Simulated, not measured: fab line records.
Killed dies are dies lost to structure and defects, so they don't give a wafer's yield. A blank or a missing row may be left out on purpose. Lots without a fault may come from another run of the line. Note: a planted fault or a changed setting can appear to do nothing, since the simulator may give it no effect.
fab line records	flow sky130	part 2 of 2: steps 32 to 42 of 42
record: lots: 5	wafers: 15	last_day: 50
route steps=708 shown VT_ADJUST_HVTR@138 VT_ADJUST_PCH@143 SONOS_TUNNEL@154 SONOS_ONO@168
lots with no fault: from the same line, run without faults
start_h: the number of hours between the record's first day and the start of the first shown wafer of the lot	wait_h: time in hours since the lot's previous step	" unchanged from the row above	L1.1+2: one row covering several wafers at once	- no value present, or no start provided	* or withheld: withheld	< > ~ a bound
route shown NAME@n: names a module that has steps shown in the file, with the first one's number in the route	usual: the fault-free wafers' mean and standard deviation	same: alike in all rows	chamber/n: place in a boat	sites: per-site readings	_std_site: the values' standard deviation	_edge_site: inner sites' mean taken away from outer sites' mean	radius_mm: for every site, how far away it sits from the centre of the wafer	mask NAME#n: copy n	behind: the tool/chamber that last shaped the wafer	hold: why the lot was held/for how many hours/how that ended	device: whichever transistor did not switch (one of n, p or np)	end of line: the route-end tests of the same wafers	for a step that has no rows: nothing shown but its recipe	killed: dies lost to structure and defects at the first sort, not the wafer's yield	map: shows each die of a wafer: x if killed, . if not, _ if none is there
set.NAME: the setting that was run; set.NAME@STEP: the one run at that earlier step	model.NAME: the simulator's own value behind a step, which no gauge read
certain route steps with their lots: each step a table, each wafer a row
services: when a tool's chamber went out of use (start_h, in hours from the record's first day, below 0 if earlier), for how many hours, and the reason
== steps ==
step: SKY_SONOS_ONO_THK_MEAS_01
recipe: reads: SiO2_of_SONOS_ONO_OXIDATION_00
usual: SONOS_ONO_OXIDATION_THK: 2.61/0.05
lot.wafer	tool	chamber	start_h	wait_h	SONOS_ONO_OXIDATION_THK[nm]
L083.1	film_metro-04	-	328.32	0.0	2.59
L083.5	"	-	"	"	2.57
L083.6	"	-	"	"	2.58
L088.1	film_metro-03	-	362.80	0.0	2.58
L088.4	"	-	"	"	2.60
L088.5	"	-	"	"	2.60
L090.3	film_metro-03	-	377.42	0.0	2.51
L090.4	"	-	"	"	2.56
L090.5	"	-	"	"	2.60
L094.3	film_metro-04	-	413.91	0.0	2.66
L094.5	"	-	"	"	2.63
L094.6	"	-	"	"	2.60
L096.1	film_metro-02	-	433.01	0.0	2.61
L096.3	"	-	"	"	2.56
L096.5	"	-	"	"	2.63
step: SKY_SONOS_ONO_CVD_02
recipe: material: Si3N4	precursor: DCS/NH3	target_thk_nm: 10.5	temp_c: 770	time_s: 180	pressure_mtorr: 250
usual: zone_power_top_pct: 25.6/1.7	zone_power_upper_pct: 13.2/0.45
same: time_s: 180
lot.wafer	tool	chamber	start_h	wait_h	zone_power_top_pct	zone_power_upper_pct
L083.1	lpcvd-02	0	329.21	0.9	24.5	12.8
L083.5	"	0	"	"	23.6	12.7
L083.6	"	0	"	"	24.0	12.8
L088.1	lpcvd-02	0	362.86	0.1	24.0	13.0
L088.4	"	0	"	"	24.0	12.9
L088.5	"	0	"	"	24.3	12.7
L090.3	lpcvd-02	0	377.46	0.0	23.7	12.6
L090.4	"	0	"	"	24.5	12.8
L090.5	"	0	"	"	24.0	12.7
L094.3	lpcvd-02	1	415.73	1.8	27.8	13.5
L094.5	"	1	"	"	27.7	13.8
L094.6	"	1	"	"	27.6	13.7
L096.1	lpcvd-02	1	434.66	1.6	27.6	13.8
L096.3	"	1	"	"	27.1	13.6
L096.5	"	1	"	"	27.7	13.7
step: SKY_SONOS_ONO_THK_MEAS_03
recipe: reads: Si3N4_of_SONOS_ONO_CVD_02
usual: SONOS_ONO_CVD_02_THK: 10.38/0.14
lot.wafer	tool	chamber	start_h	wait_h	SONOS_ONO_CVD_02_THK[nm]
L083.1	film_metro-04	-	330.26	0.0	10.57
L083.5	"	-	"	"	10.66
L083.6	"	-	"	"	10.58
L088.1	film_metro-04	-	363.91	0.0	10.13
L088.4	"	-	"	"	10.16
L088.5	"	-	"	"	10.32
L090.3	film_metro-02	-	378.53	0.0	10.47
L090.4	"	-	"	"	10.33
L090.5	"	-	"	"	10.36
L094.3	film_metro-03	-	416.80	0.0	10.31
L094.5	"	-	"	"	10.44
L094.6	"	-	"	"	10.39
L096.1	film_metro-02	-	435.71	0.0	10.40
L096.3	"	-	"	"	10.32
L096.5	"	-	"	"	10.37
step: SKY_SONOS_ONO_CVD_04
recipe: material: SiO2	precursor: SiH4/N2O	target_thk_nm: 5.7199	temp_c: 900	pressure_mtorr: 400
usual: zone_power_top_pct: 34.8/2.3	zone_power_upper_pct: 18.3/0.76
same: time_s: 900
lot.wafer	tool	chamber	start_h	wait_h	zone_power_top_pct	zone_power_upper_pct
L083.1	lpcvd-03	1	330.32	0.1	31.1	17.1
L083.5	"	1	"	"	31.6	17.6
L083.6	"	1	"	"	31.6	17.2
L088.1	lpcvd-03	0	363.97	0.1	35.9	18.8
L088.4	"	0	"	"	36.9	18.9
L088.5	"	0	"	"	36.5	19.3
L090.3	lpcvd-03	0	378.57	0.0	36.4	18.8
L090.4	"	0	"	"	36.3	18.9
L090.5	"	0	"	"	36.0	18.5
L094.3	lpcvd-03	1	416.84	0.0	31.5	17.2
L094.5	"	1	"	"	30.6	17.2
L094.6	"	1	"	"	31.9	17.0
L096.1	lpcvd-03	0	435.77	0.1	36.2	18.7
L096.3	"	0	"	"	36.4	18.5
L096.5	"	0	"	"	36.5	18.8
step: SKY_SONOS_ONO_THK_MEAS_05
recipe: reads: SiO2_of_SONOS_ONO_CVD_04
usual: SONOS_ONO_CVD_04_THK: 5.72/0.12
lot.wafer	tool	chamber	start_h	wait_h	SONOS_ONO_CVD_04_THK[nm]
L083.1	film_metro-03	-	332.20	0.0	5.55
L083.5	"	-	"	"	5.62
L083.6	"	-	"	"	5.67
L088.1	film_metro-02	-	365.22	0.0	5.60
L088.4	"	-	"	"	5.61
L088.5	"	-	"	"	5.61
L090.3	film_metro-02	-	379.84	0.0	5.65
L090.4	"	-	"	"	5.71
L090.5	"	-	"	"	5.73
L094.3	film_metro-03	-	418.11	0.0	5.62
L094.5	"	-	"	"	5.81
L094.6	"	-	"	"	5.72
L096.1	film_metro-04	-	437.02	0.0	5.73
L096.3	"	-	"	"	5.82
L096.5	"	-	"	"	5.81
step: SKY_SONOS_ONO_DEHYDRATE_06
recipe: temp_c: 200	time_s: 60
same: time_s: 60
lot.wafer	tool	chamber	start_h	wait_h
L083.1+5+6	litho_track-04	0	345.13	12.9
L088.1+4+5	litho_track-02	0	378.02	12.8
L090.3+4+5	litho_track-04	0	393.88	14.0
L094.3+5+6	litho_track-02	0	433.07	14.9
L096.1+3+5	litho_track-02	0	452.57	15.5
step: SKY_SONOS_ONO_HMDS_07
recipe: prime_time_s: 60	prime_temp_c: 120
lot.wafer	tool	chamber	start_h	wait_h
L083.1+5+6	litho_track-04	0	345.28	0.1
L088.1+4+5	litho_track-02	0	378.17	0.1
L090.3+4+5	litho_track-04	0	394.03	0.1
L094.3+5+6	litho_track-02	0	433.22	0.1
L096.1+3+5	litho_track-02	0	452.72	0.1
step: SKY_SONOS_ONO_COAT_08
recipe: resist: NOVOLAK	spin_rpm: 3000	resist_thk_nm: 1140
usual: dispense_pressure_kPa: 53.1/2.3
lot.wafer	tool	chamber	start_h	wait_h	dispense_pressure_kPa
L083.1	litho_track-04	0	345.43	0.1	55.5
L083.5	"	0	"	"	55.5
L083.6	"	0	"	"	55.5
L088.1	litho_track-02	0	378.32	0.1	50.8
L088.4	"	0	"	"	50.8
L088.5	"	0	"	"	50.8
L090.3	litho_track-04	0	394.18	0.1	55.5
L090.4	"	0	"	"	55.5
L090.5	"	0	"	"	55.5
L094.3	litho_track-02	0	433.37	0.1	50.8
L094.5	"	0	"	"	50.9
L094.6	"	0	"	"	50.8
L096.1	litho_track-02	0	452.87	0.1	50.8
L096.3	"	0	"	"	50.7
L096.5	"	0	"	"	50.8
step: SKY_SONOS_ONO_SOFTBAKE_09
recipe: temp_c: 90	time_s: 60	resist: NOVOLAK
same: time_s: 60
lot.wafer	tool	chamber	start_h	wait_h
L083.1+5+6	litho_track-04	0	345.58	0.1
L088.1+4+5	litho_track-02	0	378.47	0.1
L090.3+4+5	litho_track-04	0	394.33	0.1
L094.3+5+6	litho_track-02	0	433.52	0.1
L096.1+3+5	litho_track-02	0	453.02	0.1
step: SKY_SONOS_ONO_EXPOSE_10
recipe: mask_id: ONOM	target_cd_nm: 410	na: 0.6	source_shape: conventional	sigma_outer: 0.6	dose_mj: 151.8
usual: exposure_dose_mJ_cm2: 149.89/0.12
lot.wafer	tool	chamber	start_h	wait_h	mask	exposure_dose_mJ_cm2
L083.1	iline_stepper-01	0	-	-	ONOM#0	149.86
L083.5	"	0	"	"	ONOM#0	150.11
L083.6	"	0	"	"	ONOM#0	150.03
L088.1	iline_stepper-01	0	-	-	ONOM#0	149.72
L088.4	"	0	"	"	ONOM#0	149.98
L088.5	"	0	"	"	ONOM#0	149.84
L090.3	iline_stepper-01	0	-	-	ONOM#0	150.01
L090.4	"	0	"	"	ONOM#0	149.89
L090.5	"	0	"	"	ONOM#0	150.11
L094.3	iline_stepper-02	0	-	-	ONOM#0	149.88
L094.5	"	0	"	"	ONOM#0	150.06
L094.6	"	0	"	"	ONOM#0	149.83
L096.1	iline_stepper-02	0	-	-	ONOM#0	149.81
L096.3	"	0	"	"	ONOM#0	149.89
L096.5	"	0	"	"	ONOM#0	149.68
step: SKY_SONOS_ONO_PEB_11
recipe: temp_c: withheld	time_s: *	resist: NOVOLAK
same: time_s: *
lot.wafer	tool	chamber	start_h	wait_h
L083.1+5+6	litho_track-02	0	-	-
L088.1+4+5	litho_track-04	0	-	-
L090.3+4+5	litho_track-01	0	-	-
L094.3+5+6	litho_track-02	0	-	-
L096.1+3+5	litho_track-02	0	-	-
== services ==
tool	chamber	start_h	hours	kind
lpcvd-02	-	255.13	28.1	pm
furnace-01	-	259.80	3.4	pm
implanter-02	-	273.00	2.4	repair
wet_bench-01	-	277.73	3.6	repair
implanter-01	-	292.65	5.7	pm
iline_stepper-01	-	293.65	1.7	pm
iline_stepper-02	-	306.21	1.7	pm
furnace-01	-	306.34	3.0	pm
iline_stepper-01	-	320.56	4.4	pm
wet_bench-02	-	328.03	4.8	repair
plasma_asher-04	-	331.16	0.5	repair
implanter-04	-	353.96	4.0	repair
furnace-02	-	354.84	3.9	repair
plasma_asher-04	-	385.81	1.2	repair
plasma_asher-04	-	420.45	4.3	pm
plasma_asher-03	-	421.25	9.0	pm
plasma_asher-03	-	435.41	3.7	repair
lpcvd-02	-	443.77	2.8	pm
implanter-01	-	444.21	2.7	repair
lpcvd-02	-	447.20	0.5	repair
implanter-04	-	455.31	5.2	pm
plasma_asher-01	-	455.98	4.2	repair
plasma_asher-03	-	461.89	2.8	pm
plasma_asher-01	-	464.81	1.4	repair
